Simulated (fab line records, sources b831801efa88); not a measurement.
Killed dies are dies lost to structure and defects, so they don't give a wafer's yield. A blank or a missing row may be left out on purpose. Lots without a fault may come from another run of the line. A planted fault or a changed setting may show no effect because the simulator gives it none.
Chamber matching | flow sky130 | SKY_VIA3_CMP_02 on cmp-01: 4 sister chambers
The step polishes SiO2. 30 wafers are shown with their chamber, then 12 later ones without.

WAFERS WITH THEIR CHAMBER
wafer  | chamber | motor_current_A (A) | slurry_filter_dp_kPa (kPa)
L075.3 | 2       | 12.9                | 13.49
L075.5 | 0       | 12.4                | 13.68
L075.6 | 1       | 11.0                | 13.19
L074.1 | 3       | 11.1                | 13.43
L074.3 | 1       | 10.6                | 13.36
L074.5 | 0       | 11.8                | 13.48
L080.3 | 1       | 10.5                | 13.52
L080.5 | 1       | 10.5                | 13.50
L080.6 | 0       | 12.4                | 13.31
L079.4 | 0       | 12.9                | 13.33
L079.5 | 1       | 11.2                | 13.79
L079.6 | 0       | 12.5                | 13.60
L081.4 | 0       | 12.2                | 13.12
L081.5 | 0       | 12.1                | 13.80
L081.6 | 1       | 11.1                | 13.50
L082.3 | 2       | 12.4                | 13.41
L082.4 | 0       | 12.1                | 13.65
L082.5 | 2       | 12.7                | 13.38
L084.1 | 0       | 12.7                | 13.55
L084.2 | 2       | 13.5                | 13.62
L084.4 | 3       | 9.8                 | 13.53
L086.1 | 0       | 12.4                | 13.36
L086.3 | 3       | 10.5                | 13.77
L086.5 | 2       | 12.7                | 13.41
L088.2 | 1       | 11.3                | 13.40
L088.3 | 0       | 12.2                | 13.68
L088.6 | 2       | 13.2                | 13.16
L089.1 | 3       | 10.3                | 13.38
L089.2 | 0       | 11.9                | 13.37
L089.3 | 2       | 12.2                | 13.67

SIGNATURES (means of the wafers above)
reading              | chamber 0 | chamber 1 | chamber 2 | chamber 3 | scatter within a chamber
motor_current_A      | 12.300    | 10.886    | 12.800    | 10.425    | 0.386
slurry_filter_dp_kPa | 13.4942   | 13.4657   | 13.4486   | 13.5275   | 0.186
Rule: a wafer's distance from a chamber is the root of the sum, over the readings, of the square of ((its reading less the chamber's mean) divided by the reading's scatter). The wafer belongs to the nearest chamber; if the next one is less than 2 further off, it can't be placed. The scatter: the root of (the sum of the squares of (reading less its chamber's mean) over the shown wafers, divided by (wafers less chambers)).

WAFERS WITHOUT THEIR CHAMBER
wafer  | motor_current_A (A) | slurry_filter_dp_kPa (kPa)
L091.1 | 11.0                | 13.55
L091.3 | 10.2                | 13.55
L091.4 | 13.4                | 13.45
L092.1 | 10.5                | 13.40
L092.4 | 11.9                | 13.83
L092.6 | 10.5                | 13.22
L093.1 | 10.0                | 13.73
L093.2 | 13.1                | 13.71
L093.4 | 10.5                | 13.61
L096.1 | 11.1                | 13.67
L096.3 | 12.4                | 13.45
L096.4 | 12.7                | 13.35

WHICH CHAMBER EACH WENT THROUGH
wafer  | from the rows above          | in truth
L091.1 | can't be placed: 1 or 3      | 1
L091.3 | can't be placed: 3 or 1      | 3
L091.4 | can't be placed: 2 or 0      | 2
L092.1 | can't be placed: 3 or 1      | 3
L092.4 | can't be placed: 0 or 2 or 1 | 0
L092.6 | can't be placed: 1 or 3      | 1
L093.1 | can't be placed: 3 or 1      | 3
L093.2 | can't be placed: 2 or 0      | 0
L093.4 | can't be placed: 3 or 1      | 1
L096.1 | can't be placed: 1 or 3      | 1
L096.3 | can't be placed: 0 or 2      | 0
L096.4 | can't be placed: 2 or 0      | 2
Placed correctly: 0 of 12. Can't be placed from these rows: 12 (the true chamber is among the candidates in 12). Placed wrongly: 0.
